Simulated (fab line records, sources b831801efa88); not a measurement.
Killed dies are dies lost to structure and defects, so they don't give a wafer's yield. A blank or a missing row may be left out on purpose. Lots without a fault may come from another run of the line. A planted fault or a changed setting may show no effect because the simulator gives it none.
Chamber matching | flow sky130 | SKY_VIA3_CMP_02 on cmp-01: 4 sister chambers
The step polishes SiO2. 8 wafers are shown with their chamber, then 12 later ones without.

WAFERS WITH THEIR CHAMBER
wafer  | chamber | motor_current_A (A) | retaining_ring_pressure_frac
L084.5 | 0       | 12.8                | 0.994
L085.4 | 0       | 12.7                | 1.002
L085.5 | 2       | 10.9                | 0.993
L087.2 | 3       | 13.0                | 1.008
L087.6 | 3       | 12.1                | 1.006
L088.3 | 1       | 11.0                | 1.001
L088.4 | 2       | 11.2                | 1.001
L088.6 | 1       | 10.9                | 1.000

WAFERS WITHOUT THEIR CHAMBER
wafer  | motor_current_A (A) | retaining_ring_pressure_frac
L092.1 | 11.3                | 0.995
L092.4 | 12.3                | 1.000
L092.6 | 11.9                | 1.007
L095.1 | 11.5                | 1.000
L095.2 | 12.4                | 0.996
L095.6 | 11.5                | 1.003
L096.1 | 11.2                | 0.991
L096.4 | 12.2                | 0.995
L096.6 | 12.6                | 0.991
L097.3 | 11.7                | 1.006
L097.5 | 11.2                | 1.002
L097.6 | 12.5                | 1.004

WHICH CHAMBER EACH WENT THROUGH
wafer  | from the rows above               | in truth
L092.1 | can't be placed: 2 or 1           | 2
L092.4 | can't be placed: 0 or 3           | 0
L092.6 | can't be placed: 3 or 1 or 0 or 2 | 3
L095.1 | can't be placed: 2 or 1           | 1
L095.2 | can't be placed: 0 or 3           | 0
L095.6 | can't be placed: 1 or 2 or 3      | 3
L096.1 | can't be placed: 2 or 1           | 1
L096.4 | can't be placed: 0 or 3 or 2      | 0
L096.6 | 0                                 | 0
L097.3 | can't be placed: 3 or 1 or 2 or 0 | 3
L097.5 | can't be placed: 1 or 2           | 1
L097.6 | can't be placed: 3 or 0           | 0
Placed correctly: 1 of 12. Can't be placed from these rows: 11 (the true chamber is among the candidates in 11). Placed wrongly: 0.
How it was worked out, from the rows above alone: a wafer's distance from a chamber is the root of the sum, over the readings, of the square of ((its reading less the chamber's mean) divided by the reading's scatter). The wafer belongs to the nearest chamber; if the next one is less than 2 further off, it can't be placed. A chamber's mean is the mean of its shown wafers. The scatter: the root of (the sum of the squares of (reading less its chamber's mean) over the shown wafers, divided by (wafers less chambers)).
